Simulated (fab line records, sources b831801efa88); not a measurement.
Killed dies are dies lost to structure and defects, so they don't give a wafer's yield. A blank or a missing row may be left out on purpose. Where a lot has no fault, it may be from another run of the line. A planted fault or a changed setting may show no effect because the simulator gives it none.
The tool behind it: which one? + flow sky130 + 12 lots with 36 wafers sampled at 4 steps, on a route of 708 steps

WHAT THE GAUGES READ, wafer by wafer
SKY_VIA2_BOW_MEAS_03.
| lot  | measured     | on            | VIA2_BOW (um) |
|------|--------------|---------------|---------------|
| L717 | day 35 02:28 | film metro-02 | 89 80 76      |
| L724 | day 37 20:50 | film metro-03 | 91 73 91      |
| L725 | day 37 22:01 | film metro-01 | 95 91 85      |
| L726 | day 37 22:04 | film metro-03 | 85 85 87      |
| L727 | day 38 10:57 | film metro-03 | 93 77 85      |
| L728 | day 38 20:07 | film metro-03 | 86 83 90      |
| L729 | day 39 00:46 | film metro-01 | 87 86 86      |
| L730 | day 39 15:58 | film metro-03 | 98 98 103     |
| L731 | day 39 17:36 | film metro-02 | 81 88 83      |
| L732 | day 40 00:16 | film metro-02 | 93 93 95      |
| L736 | day 41 08:26 | film metro-02 | 90 89 84      |
| L740 | day 42 02:26 | film metro-03 | 69 72 84      |

SKY_VIA2_CD_MEAS_12 targets a cd of 200 nm.
| lot  | measured     | on        | cd nm (nm)        |
|------|--------------|-----------|-------------------|
| L717 | day 36 05:02 | cd sem-01 | 198.5 199.4 200.0 |
| L724 | day 38 21:43 | cd sem-01 | 200.7 200.1 200.4 |
| L725 | day 38 23:45 | cd sem-01 | 199.0 200.6 198.0 |
| L726 | day 38 23:50 | cd sem-02 | 200.7 200.3 200.5 |
| L727 | day 39 12:14 | cd sem-02 | 199.4 199.4 198.8 |
| L728 | day 39 21:23 | cd sem-02 | 197.9 199.2 198.5 |
| L729 | day 40 01:25 | cd sem-02 | 197.2 197.5 198.3 |
| L730 | day 40 16:41 | cd sem-01 | 200.4 202.0 200.8 |
| L731 | day 40 18:09 | cd sem-01 | 200.8 199.9 201.8 |
| L732 | day 41 00:58 | cd sem-01 | 198.4 198.4 200.4 |
| L736 | day 42 08:17 | cd sem-02 | 199.4 200.5 200.3 |
| L740 | day 43 01:26 | cd sem-02 | 201.1 199.4 200.5 |

WHICH TOOL RAN EACH LOT (tool, then ch and the chambers of the sampled wafers, then the start)
| lot  | SKY_METAL2_STRIP_20                  | SKY_VIA2_SOFTBAKE_08              |
|------|--------------------------------------|-----------------------------------|
| L717 | plasma asher-02 ch 0,1, day 35 01:23 | litho track-04 ch 0, day 35 15:00 |
| L724 | plasma asher-01 ch 0,1, day 37 19:43 | litho track-03 ch 0, day 38 10:00 |
| L725 | plasma asher-02 ch 0,1, day 37 20:56 | litho track-04 ch 0, day 38 11:00 |
| L726 | plasma asher-01 ch 0,1, day 37 20:59 | litho track-01 ch 0, day 38 11:00 |
| L727 | plasma asher-02 ch 0, day 38 09:50   | litho track-01 ch 0, day 38 23:00 |
| L728 | plasma asher-02 ch 0,1, day 38 19:02 | litho track-01 ch 0, day 39 08:00 |
| L729 | plasma asher-02 ch 0,1, day 38 23:36 | litho track-01 ch 0, day 39 13:00 |
| L730 | plasma asher-04 ch 0,1, day 39 14:47 | litho track-04 ch 0, day 40 04:00 |
| L731 | plasma asher-02 ch 0,1, day 39 16:30 | litho track-03 ch 0, day 40 05:00 |
| L732 | plasma asher-04 ch 0,1, day 39 23:04 | litho track-01 ch 0, day 40 13:00 |
| L736 | plasma asher-04 ch 0,1, day 41 07:18 | litho track-03 ch 0, day 41 20:00 |
| L740 | plasma asher-01 ch 0,1, day 42 01:19 | litho track-04 ch 0, day 42 14:00 |
- SKY_METAL2_STRIP_20: strips in O2/N2.
- SKY_VIA2_SOFTBAKE_08: time 90 s.

AS READ BY THE TOOLS THEMSELVES (means over the sampled wafers that have a number; for cases with no such wafer, the mark the record gives instead)
SKY_METAL2_STRIP_20.
| lot  | tool            | drypump motor current A (A) | oes product au (a.u.) | strip time to endpoint s (s) |
|------|-----------------|-----------------------------|-----------------------|------------------------------|
| L717 | plasma asher-02 | 5.61                        | 0.342                 | 2.69                         |
| L724 | plasma asher-01 | 5.62                        | 0.339                 | 2.59                         |
| L725 | plasma asher-02 | 5.52                        | 0.336                 | 2.66                         |
| L726 | plasma asher-01 | 5.72                        | 0.344                 | 2.74                         |
| L727 | plasma asher-02 | 5.70                        | 0.344                 | 2.72                         |
| L728 | plasma asher-02 | 5.57                        | 0.345                 | 2.75                         |
| L729 | plasma asher-02 | 5.55                        | 0.339                 | 2.68                         |
| L730 | plasma asher-04 | 5.31                        | 0.343                 | 2.67                         |
| L731 | plasma asher-02 | 5.63                        | 0.341                 | 2.72                         |
| L732 | plasma asher-04 | 5.31                        | 0.341                 | 2.70                         |
| L736 | plasma asher-04 | 5.51                        | 0.339                 | 2.75                         |
| L740 | plasma asher-01 | 5.71                        | 0.346                 | 2.73                         |

SKY_VIA2_SOFTBAKE_08.
| lot  | tool           | heater power total W (W) | run length s (s) |
|------|----------------|--------------------------|------------------|
| L717 | litho track-04 | 57.34                    | 118.96           |
| L724 | litho track-03 | 57.32                    | 119.26           |
| L725 | litho track-04 | 57.29                    | 118.88           |
| L726 | litho track-01 | 57.37                    | 119.21           |
| L727 | litho track-01 | 57.29                    | 119.15           |
| L728 | litho track-01 | 78.39                    | 63.77            |
| L729 | litho track-01 | 78.17                    | 63.73            |
| L730 | litho track-04 | 57.28                    | 118.94           |
| L731 | litho track-03 | 57.23                    | 119.35           |
| L732 | litho track-01 | 78.11                    | 63.74            |
| L736 | litho track-03 | 57.37                    | 119.24           |
| L740 | litho track-04 | 57.33                    | 118.93           |

THE ANSWER, worked out from the rows above alone
Rule: usual is defined by the lots themselves. The widest of any qualifying gaps counts: lots, ordered by their means at a reading, are off when they make up no more than a third of the lots, leave a main group of 4 or more, and stand apart from it by 3 or more times the standard deviation of that group's means. A main group is skipped when, at the precision printed for the reading in the tables above, its means are all equal. Also off: a lot with no number at a reading for which 4 or more lots have one. All remaining lots with rows at the step are treated as sound. First the gauges in route order, then the tools' own readings, where a lot's mean is used as printed above. The first step at which some lot is off is used, and at that step the reading that is off furthest; a lot without a number counts as furthest.
Off at SKY_VIA2_SOFTBAKE_08 (heater power total W): L728, L729, L732. The main group: mean 57.31 W, standard deviation 0.043.
If a tool, at that step or one of the process steps before it, ran each lot that is off and ran no sound lot following the first of them, it fits. One candidate fits, namely litho track-01 at SKY_VIA2_SOFTBAKE_08. A fault onset in the window from L727 (day 38 23:00, its last sound lot) to L728 (day 39 08:00, its first lot off) fits.
The tool's own readings at SKY_VIA2_SOFTBAKE_08 bear it out: on the lots that are off they differ by more than 5 times the standard deviation of the sound lots' means. heater power total W reads 78.22 W there against 57.31 W on the sound lots; run length s reads 63.75 s there against 119.10 s on the sound lots.

WHAT HAD BEEN PUT IN BY THE SIMULATOR
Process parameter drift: litho track-01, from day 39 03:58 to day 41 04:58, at SKY_VIA2_SOFTBAKE_08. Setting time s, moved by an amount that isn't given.
Shown lots that were struck: L728, L729, L732. The rule given above showed the same thing.
